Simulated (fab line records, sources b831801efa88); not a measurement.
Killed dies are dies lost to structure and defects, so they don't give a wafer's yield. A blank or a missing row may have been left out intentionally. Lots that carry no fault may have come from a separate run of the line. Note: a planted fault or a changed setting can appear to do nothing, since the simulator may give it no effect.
Which tool is to blame? :: flow gf180mcu :: 42 wafers from 14 lots sampled at 2 of the route's 602 steps

== WHAT EACH GAUGE READ, for each wafer ==
GF_M5_OVL_MEAS_08. Usual: M5_OVL gives -3 nm (standard deviation 5.4).
lot: L370
measured: day 26 08:20
on: overlay-02
M5_OVL (nm): -4 -2 -2
flag: 

lot: L371
measured: day 26 20:59
on: overlay-02
M5_OVL (nm): -12 -10 -11
flag: 

lot: L372
measured: day 26 23:14
on: overlay-01
M5_OVL (nm): 2 3 1
flag: 

lot: L374
measured: day 27 13:42
on: overlay-02
M5_OVL (nm): 1 -3 -8
flag: 

lot: L376
measured: day 28 08:14
on: overlay-02
M5_OVL (nm): 1 3 -1
flag: 

lot: L378
measured: day 28 21:58
on: overlay-01
M5_OVL (nm): 8 7 4
flag: 

lot: L383
measured: day 30 07:44
on: overlay-02
M5_OVL (nm): 0 -11 -5
flag: 

lot: L387
measured: day 31 16:49
on: overlay-02
M5_OVL (nm): 3 -1 -2
flag: 

lot: L388
measured: day 31 17:05
on: overlay-02
M5_OVL (nm): -3 3 1
flag: 

lot: L389
measured: day 31 21:08
on: overlay-01
M5_OVL (nm): -3 -4 -4
flag: 

lot: L390
measured: day 32 01:32
on: overlay-02
M5_OVL (nm): 4 4 1
flag: 

lot: L391
measured: day 32 09:56
on: overlay-01
M5_OVL (nm): -6 -9 -12
flag: 

lot: L392
measured: day 32 15:41
on: overlay-01
M5_OVL (nm): -4 -6 -9
flag: 

lot: L393
measured: day 32 21:40
on: overlay-01
M5_OVL (nm): -14 -10 -12
flag: 

GF_V5_THK_MEAS_01. Usual: V5_CVD_00_THK gives 299 nm (standard deviation 5.3).
lot: L370
measured: day 26 09:07
on: filmMetro-03
V5_CVD_00_THK (nm): 305 303 304
flag: 

lot: L371
measured: day 26 21:46
on: filmMetro-03
V5_CVD_00_THK (nm): 306 310 307
flag: 

lot: L372
measured: day 27 00:01
on: filmMetro-01
V5_CVD_00_THK (nm): 306 301 305
flag: 

lot: L374
measured: day 27 14:31
on: filmMetro-03
V5_CVD_00_THK (nm): 301 297 302
flag: 

lot: L376
measured: day 28 08:59
on: filmMetro-02
V5_CVD_00_THK (nm): 302 292 296
flag: 

lot: L378
measured: day 28 22:44
on: filmMetro-03
V5_CVD_00_THK (nm): 303 302 304
flag: 

lot: L383
measured: day 30 08:35
on: filmMetro-02
V5_CVD_00_THK (nm): 291 292 300
flag: 

lot: L387
measured: day 31 17:35
on: filmMetro-03
V5_CVD_00_THK (nm): 291 295 290
flag: 

lot: L388
measured: day 31 17:52
on: filmMetro-03
V5_CVD_00_THK (nm): 299 299 299
flag: 

lot: L389
measured: day 31 21:56
on: filmMetro-02
V5_CVD_00_THK (nm): 303 294 293
flag: 

lot: L390
measured: day 32 02:19
on: filmMetro-01
V5_CVD_00_THK (nm): 301 307 302
flag: 

lot: L391
measured: day 32 10:43
on: filmMetro-02
V5_CVD_00_THK (nm): 294 293 302
flag: 

lot: L392
measured: day 32 16:28
on: filmMetro-02
V5_CVD_00_THK (nm): 305 297 291
flag: 

lot: L393
measured: day 32 22:26
on: filmMetro-01
V5_CVD_00_THK (nm): 290 297 302
flag: 

== TOOL THAT RAN EACH LOT (tool first, then ch and the chambers of the sampled wafers, then the start) ==
The record holds no process step before these readings.

== WHAT THE TOOLS THEMSELVES READ (means of the sampled wafers that have a number; where no wafer has one, the mark that the record gives instead) ==
The record holds no such reading with a usual standard deviation.

== THE ANSWER, worked out from the rows above alone ==
Rule: a lot counts as off when the mean over its wafers that have a number is more than 3 standard deviations away from the usual mean. Also off: a lot with no number at a reading for which 4 or more lots have one. Where the step has rows for the other lots, those lots are counted as sound. After the gauges, taken in route order, come the tools' own readings; for these a lot's mean is taken, as printed above. At the first step where some lot is off, the reading lying furthest off is the one used; lots without a number count as furthest.
No lot is off on any of the readings shown, so nothing can be concluded from this.

== WHAT THE SIMULATOR HAD INSERTED ==
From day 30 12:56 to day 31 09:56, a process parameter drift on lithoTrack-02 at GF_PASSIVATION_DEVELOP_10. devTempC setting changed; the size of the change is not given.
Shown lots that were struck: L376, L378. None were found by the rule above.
